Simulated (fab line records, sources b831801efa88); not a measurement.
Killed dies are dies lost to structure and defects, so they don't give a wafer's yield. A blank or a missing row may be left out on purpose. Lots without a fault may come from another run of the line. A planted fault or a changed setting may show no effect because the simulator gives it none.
fab line records | flow sky130
record lots=11 wafers=32 last_day=50
route steps=708 shown FIELD_ISO@17 NWELL@71 VT_ADJUST_LVTN@118 GATE_OXIDE@200 PAD_OPEN@708
lots that met no fault: from a run of the same line without faults
start_h: hours from the record's first day to the start of the lot's first wafer shown | wait_h: hours since the lot's step before | " the same as in the row above | L1.1+2: a row that stands for several wafers | - no value, or no start given | * or withheld: withheld | < > ~ a bound
route shown NAME@n: a module of which the file shows steps, and the number in the route of the first | usual: mean/standard deviation of fault-free wafers | same: alike in all rows | chamber/n: place in a boat | sites: the reading at each site | _std_site: their standard deviation | _edge_site: outer sites' mean less inner sites' | radius_mm: how far each site lies from the wafer's centre | mask NAME#n: copy n | behind: the tool/chamber that last shaped the wafer | hold: why the lot was held/for how many hours/how that ended | device: the transistor (n, p or np) that didn't switch | end of line: the same wafers' tests at the end of the route | a step without rows: its recipe alone | killed: dies lost to structure and defects at the first sort, not the wafer's yield | map: a wafer's dies, x killed, . not, _ none there
set.NAME: the setting as run; set.NAME@STEP: as run at that earlier step | model.NAME: the simulator's own value behind a step, which no gauge read
steps of the route over a sample of lots; a table a step, a row a wafer
services: from which hour (start_h, from the record's first day; less than 0 if before it) a tool's chamber was out of use, for how many hours, and why
## steps
# step SKY_FIELD_ISO_STRIP_16
# recipe chemistry=O2/N2 power_w=1400 pressure_mtorr=1500 platen_temp_c=withheld o2_flow_sccm=3000 n2_flow_sccm=300 overash_fraction=0.5
# usual drypump_motor_current_A=5.82/0.28 n2_flow_sccm=300.0/0.84 o2_flow_sccm=3000/8.7 oes_product_au=0.378/0.0046 strip_time_to_endpoint_s=3.556/0.029
# columns lot.wafer tool chamber start_h wait_h drypump_motor_current_A n2_flow_sccm o2_flow_sccm oes_product_au rf_hours_counter_h strip_time_to_endpoint_s
L954.3 plasma_asher-03 0 31.46 0.1 6.06 299.0 3004 0.381 - 3.562
L954.4 " 1 " " 5.32 300.9 3008 0.378 - 3.543
L954.6 " 1 " " 5.32 300.8 2999 0.377 - 3.518
L955.3 plasma_asher-02 0 32.99 0.1 5.86 300.9 3011 0.378 - 3.495
L955.4 " 1 " " 5.78 299.5 3002 0.381 - 3.533
L955.6 " 1 " " 5.76 300.7 2997 0.386 - 3.538
L957.1 plasma_asher-02 1 44.66 0.0 5.74 300.7 3007 0.374 34 3.519
L957.2 " 0 " " 5.81 300.1 2999 0.376 34 3.496
L957.3 " 0 " " 5.82 301.2 2994 0.369 - 3.533
L956.3 plasma_asher-01 0 44.86 0.1 5.91 299.3 3003 0.371 - 3.521
L956.4 " 1 " " 6.22 301.5 2993 0.379 - 3.575
L956.5 " 0 " " 5.91 299.9 3011 0.378 - 3.585
L962.1 plasma_asher-03 0 71.18 0.0 6.05 298.4 2998 0.375 41 3.554
L962.4 " 1 " " 5.33 299.9 2995 0.374 - 3.544
L962.5 " 1 " " 5.32 299.9 2999 0.375 - 3.570
L963.3 plasma_asher-02 1 78.10 0.1 5.78 298.9 2997 0.379 - 3.547
L963.5 " 0 " " 5.85 299.9 2999 0.386 - 3.598
L963.6 " 1 " " 5.73 298.8 2988 0.374 - 3.557
L966.1 plasma_asher-01 0 90.97 0.0 5.90 299.9 3012 0.373 40 3.524
L966.4 " 1 " " 6.21 300.4 3004 0.374 - 3.606
L966.5 " 1 " " 6.22 299.7 3001 0.382 - 3.603
L967.2 plasma_asher-03 0 98.36 0.0 6.06 300.2 3007 0.379 44 3.590
L967.4 " 1 " " 5.34 300.5 2996 0.378 - 3.618
L967.6 " 1 " " 5.34 299.8 2998 0.380 - 3.547
L969.1 plasma_asher-03 1 108.27 0.0 5.31 299.7 3004 0.379 44 3.573
L969.6 " 0 " " 6.07 299.4 3021 0.380 - 3.597
L972.1 plasma_asher-01 0 122.13 0.0 5.91 300.0 3003 0.370 44 3.545
L972.5 " 1 " " 6.23 300.1 3001 0.379 - 3.504
L972.6 " 0 " " 5.89 300.2 3016 0.376 - 3.583
L976.1 plasma_asher-02 1 142.73 0.0 5.76 300.7 2993 0.377 2 3.503
L976.2 " 0 " " 5.86 299.6 3011 0.381 2 3.557
L976.4 " 1 " " 5.76 301.2 3007 0.380 - 3.530
# step SKY_NWELL_COAT_18
# recipe spin_rpm=2000 resist_thk_nm=3000
# usual resist_line_temp_C=22.99/0.11 spin_speed_rpm=1999.9/1.6
# columns lot.wafer tool chamber start_h wait_h resist_line_temp_C spin_speed_rpm
L955.3 litho_track-02 0 105.49 0.1 22.92 2001.0
L955.4 " 0 " " 22.88 1999.2
L955.6 " 0 " " 22.92 1999.2
L954.3 litho_track-03 0 106.00 0.1 22.84 2002.7
L954.4 " 0 " " 22.68 1999.9
L954.6 " 0 " " 22.88 1998.7
L956.3 litho_track-02 0 112.99 0.1 23.07 2001.6
L956.4 " 0 " " 23.07 2000.9
L956.5 " 0 " " 23.11 2000.6
L957.1 litho_track-02 0 113.59 0.1 22.98 2001.0
L957.2 " 0 " " 22.87 1999.3
L957.3 " 0 " " 22.93 2001.5
L962.1 litho_track-02 0 141.24 0.1 23.14 2000.4
L962.4 " 0 " " 23.15 1999.8
L962.5 " 0 " " 23.16 2001.0
L963.3 litho_track-03 0 147.35 0.1 23.01 2000.1
L963.5 " 0 " " 23.08 2000.3
L963.6 " 0 " " 23.01 2000.4
L966.1 litho_track-02 0 165.04 0.1 23.12 2002.9
L966.4 " 0 " " 23.09 1999.0
L966.5 " 0 " " 23.15 1998.5
L967.2 litho_track-03 0 170.22 0.1 23.00 1999.2
L967.4 " 0 " " 22.97 2003.0
L967.6 " 0 " " 22.89 2000.6
L969.1 litho_track-02 0 185.14 0.1 23.01 2000.8
L969.6 " 0 " " 22.94 1998.3
L972.1 litho_track-02 0 198.04 0.1 22.89 1997.9
L972.5 " 0 " " 22.97 2000.3
L972.6 " 0 " " 23.05 1999.1
L976.1 litho_track-01 0 228.64 0.1 22.81 1997.6
L976.2 " 0 " " 23.04 2000.4
L976.4 " 0 " " 22.87 1999.1
# step SKY_NWELL_STRIP_25
# recipe chemistry=O2/N2 power_w=1400 pressure_mtorr=1500 platen_temp_c=withheld o2_flow_sccm=3000 n2_flow_sccm=300 overash_fraction=0.5
# usual drypump_motor_current_A=5.81/0.24 n2_flow_sccm=300.0/0.82 o2_flow_sccm=3000/8.4 oes_product_au=0.722/0.0049 strip_time_to_endpoint_s=36.96/0.11
# columns lot.wafer tool chamber start_h wait_h drypump_motor_current_A n2_flow_sccm o2_flow_sccm oes_product_au rf_hours_counter_h strip_time_to_endpoint_s
L955.3 plasma_asher-04 0 114.51 0.1 5.73 298.2 2987 0.733 - 37.01
L955.4 " 1 " " 6.08 299.9 2996 0.722 - 37.06
L955.6 " 1 " " 6.06 299.8 2984 0.729 - 36.97
L954.3 plasma_asher-04 1 114.86 0.1 6.08 299.5 3021 0.727 - 36.74
L954.4 " 0 " " 5.76 300.0 3000 0.719 - 37.01
L954.6 " 0 " " 5.76 299.1 3012 0.725 - 36.86
L956.3 plasma_asher-02 0 122.86 0.1 5.85 301.1 2999 0.725 - 37.02
L956.4 " 1 " " 5.75 299.9 3002 0.718 - 37.14
L956.5 " 0 " " 5.86 301.6 3000 0.709 - 36.97
L957.1 plasma_asher-03 0 123.53 0.1 6.10 299.4 2990 0.726 46 37.15
L957.2 " 1 " " 5.32 299.9 2991 0.719 46 37.08
L957.3 " 1 " " 5.33 300.7 2984 0.726 - 37.11
L962.1 plasma_asher-03 1 150.53 0.1 5.30 299.5 3007 0.712 49 36.92
L962.4 " 1 " " 5.30 299.7 2993 0.724 - 36.94
L962.5 " 0 " " 6.10 299.9 3006 0.721 - 36.87
L963.3 plasma_asher-02 0 157.92 0.1 5.84 299.7 3013 0.724 - 36.75
L963.5 " 1 " " 5.75 299.4 3007 0.721 - 36.91
L963.6 " 0 " " 5.84 299.0 3007 0.716 - 36.89
L966.1 plasma_asher-03 0 175.52 0.1 6.08 300.1 3000 0.724 52 36.86
L966.4 " 1 " " 5.33 299.6 3003 0.726 - 36.91
L966.5 " 0 " " 6.07 299.9 3004 0.714 - 36.94
L967.2 plasma_asher-02 0 181.93 0.1 5.84 299.6 2980 0.727 6 36.89
L967.4 " 0 " " 5.81 300.1 2989 0.731 - 36.84
L967.6 " 0 " " 5.83 300.3 2999 0.716 - 36.87
L969.1 plasma_asher-02 1 195.93 0.1 5.76 301.2 3012 0.727 6 35.83
L969.6 " 0 " " 5.84 299.9 3004 0.717 - 37.23
L972.1 plasma_asher-02 0 209.82 0.1 5.85 300.3 3026 0.721 8 35.89
L972.5 " 0 " " 5.85 299.8 3017 0.729 - 35.78
L972.6 " 1 " " 5.74 298.8 2997 0.726 - 37.12
L976.1 plasma_asher-03 1 240.47 0.1 5.32 299.8 3011 0.717 58 36.73
L976.2 " 0 " " 6.11 301.0 3001 0.720 58 36.75
L976.4 " 0 " " 6.10 300.2 3008 0.723 - 36.74
# step SKY_VT_ADJUST_LVTN_TW_MEAS_21
# usual VT_ADJUST_LVTN_2_TW=187.9/1.5
# columns lot.wafer tool chamber start_h wait_h VT_ADJUST_LVTN_2_TW
L955.3 film_metro-01 - 172.97 0.1 187.6
L955.4 " - " " 187.8
L955.6 " - " " 188.5
L954.3 film_metro-01 - 174.20 0.1 188.2
L954.4 " - " " 188.6
L954.6 " - " " 188.7
L956.3 film_metro-03 - 182.52 0.1 189.1
L956.4 " - " " 190.0
L956.5 " - " " 190.5
L957.1 film_metro-03 - 182.72 0.1 189.6
L957.2 " - " " 188.4
L957.3 " - " " 189.3
L962.1 film_metro-02 - 212.72 0.1 186.2
L962.4 " - " " 186.6
L962.5 " - " " 186.4
L963.3 film_metro-01 - 222.69 0.1 189.5
L963.5 " - " " 188.9
L963.6 " - " " 188.8
L966.1 film_metro-03 - 243.27 0.1 188.8
L966.4 " - " " 189.8
L966.5 " - " " 189.7
L967.2 film_metro-02 - 248.09 0.1 185.3
L967.4 " - " " 185.0
L967.6 " - " " 185.4
L969.1 film_metro-01 - 265.16 0.1 187.9
L969.6 " - " " 186.0
L972.1 film_metro-02 - 281.15 0.1 186.8
L972.5 " - " " 187.0
L972.6 " - " " 187.8
L976.1 film_metro-02 - 314.63 0.1 184.9
L976.2 " - " " 186.4
L976.4 " - " " 184.9
# step SKY_GATE_OXIDE_STRIP_13
# recipe chemistry=O2/N2 power_w=1400 pressure_mtorr=1500 platen_temp_c=withheld o2_flow_sccm=3000 n2_flow_sccm=300 overash_fraction=0.5
# usual drypump_motor_current_A=5.93/0.17 n2_flow_sccm=300.0/0.87 o2_flow_sccm=3001/8.6 oes_product_au=0.716/0.0041 strip_time_to_endpoint_s=14.20/0.039
# columns lot.wafer tool chamber start_h wait_h drypump_motor_current_A n2_flow_sccm o2_flow_sccm oes_product_au rf_hours_counter_h strip_time_to_endpoint_s
L955.3 plasma_asher-01 0 324.43 0.0 5.92 300.5 3000 0.713 - 14.25
L955.4 " 1 " " 6.22 299.0 2997 0.714 - 14.20
L955.6 " 0 " " 5.89 299.9 2999 0.721 - 14.23
L954.3 plasma_asher-01 1 325.57 0.0 6.22 301.0 3001 0.717 - 14.24
L954.4 " 0 " " 5.90 301.3 2997 0.716 - 14.24
L954.6 " 1 " " 6.22 301.0 3005 0.719 - 14.22
L956.3 plasma_asher-01 0 329.56 0.0 5.90 299.7 3002 0.710 - 14.17
L956.4 " 1 " " 6.21 299.2 2998 0.714 - 14.18
L956.5 " 1 " " 6.20 300.2 2991 0.714 - 14.20
L957.1 plasma_asher-01 1 332.63 0.0 6.21 300.1 3004 0.715 63 14.19
L957.2 " 0 " " 5.92 300.6 3006 0.718 63 14.20
L957.3 " 1 " " 6.22 299.0 3013 0.710 - 14.20
L962.1 plasma_asher-02 1 375.22 0.0 5.77 300.9 2998 0.720 24 14.25
L962.4 " 0 " " 5.85 300.9 2998 0.713 - 14.26
L962.5 " 1 " " 5.77 298.8 3017 0.717 - 14.29
L963.3 plasma_asher-04 0 389.27 0.0 5.73 299.6 3014 0.717 - 14.18
L963.5 " 1 " " 6.08 300.8 2991 0.713 - 14.19
L963.6 " 0 " " 5.78 300.0 2994 0.716 - 14.17
L966.1 plasma_asher-01 0 413.63 0.0 5.91 300.0 3010 0.712 71 14.14
L966.4 " 1 " " 6.21 299.7 3017 0.710 - 14.23
L966.5 " 1 " " 6.23 301.0 3012 0.716 - 14.18
L967.2 plasma_asher-02 1 413.88 0.0 5.76 299.7 2995 0.713 28 14.22
L967.4 " 0 " " 5.84 299.0 3020 0.724 - 14.24
L967.6 " 0 " " 5.84 300.4 3022 0.721 - 14.22
L969.1 plasma_asher-01 0 441.08 0.0 5.90 301.0 2996 0.714 2 14.20
L969.6 " 0 " " 5.87 301.4 2996 0.714 - 14.23
L972.1 plasma_asher-02 1 462.53 0.0 5.74 299.6 3001 0.718 32 14.16
L972.5 " 1 " " 5.79 298.7 2979 0.720 - 14.18
L972.6 " 0 " " 5.84 300.0 3000 0.722 - 14.15
L976.1 plasma_asher-02 1 497.08 0.0 5.74 301.5 3002 0.714 35 14.18
L976.2 " 0 " " 5.86 301.3 2990 0.712 35 14.18
L976.4 " 0 " " 5.86 299.6 3001 0.712 - 14.18
# step SKY_PAD_OPEN_PROBE_99
# usual killed_at_M0_to_M3=43/7.3 killed_at_M4_up=3.1/1.7 killed_at_contacts=25/5.3 killed_at_front_end=15/4.3 killed_at_other=0.2/0.54 killed_dies=87/10 killed_on_rim=17/3.9 killed_open=48/7.6 killed_short=38/6.1
# same gross_dies=492 killed_at_back_side=0
# columns lot.wafer tool chamber start_h wait_h killed_at_M0_to_M3 killed_at_M4_up killed_at_contacts killed_at_front_end killed_at_other killed_dies killed_on_rim killed_open killed_short
L969.1 prober-02 - 1171.67 0.1 46 2 34 17 0 99 20 48 51
# killed by level:class
L969.1 CONTACT:geometric_particle:open=15 VIA1:geometric_particle:open=10 CONTACT:geometric_particle:short=9 METAL2:geometric_particle:short=7 FIELD_ISO:geometric_particle:short=5 METAL1:geometric_particle:short=5 FIELD_ISO:geometric_particle:open=4 LI_CONTACT:geometric_particle:open=4
## services
# columns tool chamber start_h hours kind
plasma_asher-04 - 37.00 2.8 pm
plasma_asher-01 - 72.54 1.5 repair
litho_track-01 - 73.45 - consumable_replace:filter
litho_track-01 - 94.03 - consumable_replace:filter
plasma_asher-02 - 108.75 9.0 pm
plasma_asher-02 0 108.75 9.0 vent_cycle
plasma_asher-02 1 108.75 9.0 vent_cycle
plasma_asher-02 0 117.75 - clean
plasma_asher-02 1 117.75 - clean
plasma_asher-03 - 162.68 1.5 repair
plasma_asher-02 - 185.82 7.5 repair
plasma_asher-03 - 219.56 2.9 repair
plasma_asher-01 - 262.75 20.2 repair
plasma_asher-03 - 315.93 0.6 repair
plasma_asher-04 - 365.22 0.6 repair
plasma_asher-04 - 406.07 3.6 repair
plasma_asher-01 - 421.25 9.0 pm
plasma_asher-01 0 421.25 9.0 vent_cycle
plasma_asher-01 1 421.25 9.0 vent_cycle
plasma_asher-02 - 427.56 5.8 repair
plasma_asher-04 - 428.75 13.7 repair
plasma_asher-01 0 430.25 - clean
plasma_asher-01 1 430.25 - clean
plasma_asher-04 - 459.55 1.5 repair
## key
first_sign step=SKY_NWELL_STRIP_25 reading=strip_time_to_endpoint_s direction=down sigmas=11 usual=* struck=*
effect none on later readings
met_at SKY_NWELL_COAT_18
struck_lots L969,L972
struck_wafers L969.1,L972.1,L972.5
tester_left_out L969,L972
not_acting_at SKY_FIELD_ISO_STRIP_16,SKY_VT_ADJUST_LVTN_TW_MEAS_21,SKY_GATE_OXIDE_STRIP_13
onset_between 165.04 185.14
fault kind=process_parameter_drift tool=litho_track-02 chamber=- onset_h=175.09 steps=SKY_NWELL_COAT_18 channel=resist_thk_nm offset=-107.58 shape=step end_h=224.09 scope=struck_wafers_only acts_in=these_recipes_only stated=3000
# tester_left_out: of these lots the tester's yield and bins aren't shown, on N5 and GAA mostly nor the transistor test; their killed dies are dies lost to structure and defects alone, not to doping, threshold or leakage, so they don't give the yield
